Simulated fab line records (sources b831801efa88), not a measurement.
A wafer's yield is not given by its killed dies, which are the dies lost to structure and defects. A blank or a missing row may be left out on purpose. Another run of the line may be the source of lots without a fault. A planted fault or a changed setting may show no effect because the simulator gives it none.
8D (eight disciplines) problem report, filled in by code -- flow gf180mcu -- the parts of the form that need people (team, actions taken, sign-off) are left out

1. THE PROBLEM
On 2 wafers of 1 lot, overpolishRunS at GF_V3_CMP_26 has a mean of 0.043 s; fault-free wafers read 14.999 s, standard deviation 0.0093. That is -99 or more standard deviations from the usual mean.
The step: polishes, stops on SiO2, t overpolish 15 s, target thk 0 nm.
Seen first at day 26 20:31 on cmp-02, wafer L620.4. At this step, 39 wafers from 13 lots have a number in the record. By rule, "out" or "out of limits" means more than 4 standard deviations away from the usual mean. Any other wafer with a number is counted as sound.

2. WHAT IT IS; WHAT IT IS NOT
question,is,is not
which readings at this step,"overpolishRunS, timeToEndpointS",motorCurrentA
which lots,L620,"L608, L609, L610, L611, L612, L613, L614, L615, L627, L628, L629, L630"
which wafers of those lots,"L620.4, L620.6",L620.5
read on which tools,cmp-02,cmp-01
when,from day 26 20:31,"up to then (25 sound wafers); but 12 sound wafers of L627, L628, L629, L630 came after"

3. WHAT RULES OUT EACH SUSPECT
Counting: a tool at a process step up to the reading stays a suspect if it ran every lot that is out. Sound lots after the first of them don't rule it out here, since some wafers of a struck lot are sound.
- pvdSputter-01 at GF_M3_SPUTTER_02 (material AlCu, target thk 450 nm, time 23.9 s): kept. The lot that is out, L620, ran on it at day 25 01:01; the last sound lot it ran before that was L608, at day 20 02:14.
- cmp-02 at GF_V3_CMP_26 (polishes, stops on SiO2, t overpolish 15 s, target thk 0 nm): kept. The lot that is out, L620, ran on it at day 26 20:31; the last sound lot it ran before that was L615, at day 24 17:22. On those wafers its own readings are out: overpolishRunS, timeToEndpointS.
- The sound lot-mates ran in chamber 3 of cmp-02 at GF_V3_CMP_26, but the wafers that are out ran in chamber 0.
After counting, pvdSputter-01 at GF_M3_SPUTTER_02 and cmp-02 at GF_V3_CMP_26 remain.

4. THE CAUSE (what the simulator had put in)
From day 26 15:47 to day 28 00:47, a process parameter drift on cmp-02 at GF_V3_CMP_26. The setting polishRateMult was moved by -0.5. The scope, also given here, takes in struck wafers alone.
Of the 2 suspects that counting leaves, this tool is one.

5. THE CHAIN OF EFFECTS, in route order
Rows list readings where the struck wafers' mean (over those with a number) sits beyond 3 standard deviations from the usual. Only readings for which the record gives a usual standard deviation are gone through. hours: the time from each lot's start at the first step in this table that gives one to its start at this step, as a median over the lots. sigmas: the change in usual standard deviations.
hours,step,reading,usual,on struck wafers,change,sigmas
0,GF_V3_CMP_26,overpolishRunS,14.999 s,0.043,-14.956,-99 or more
0,GF_V3_CMP_26,timeToEndpointS,84 s,130,+46,+9.8
139,GF_PASSIVATION_PROBE_99,defectLimitedYield,90.5 %,0.0,-90.5,-60
139,GF_PASSIVATION_PROBE_99,killed_at_M0_to_M3,20,466,+446,+95
139,GF_PASSIVATION_PROBE_99,killedDies,47,492,+445,+62
139,GF_PASSIVATION_PROBE_99,killedOnRim,9.1,96.0,+86.9,+31
139,GF_PASSIVATION_PROBE_99,sort_bin_3_pad_short,0.5 %,91.2,+90.7,+99 or more
139,GF_PASSIVATION_PROBE_99,sortNPass,445,0,-445,-62
139,GF_PASSIVATION_PROBE_99,sortYieldPct,90.5 %,0.0,-90.5,-60
Process steps it contains:
- GF_V3_CMP_26: polishes, stops on SiO2, t overpolish 15 s, target thk 0 nm.
- GF_PASSIVATION_PROBE_99

6. HOW IT WOULD HAVE BEEN CAUGHT EARLIER
In this record the first reading out of limits was taken at day 26 20:31, 5 hours after the fault began at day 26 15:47.
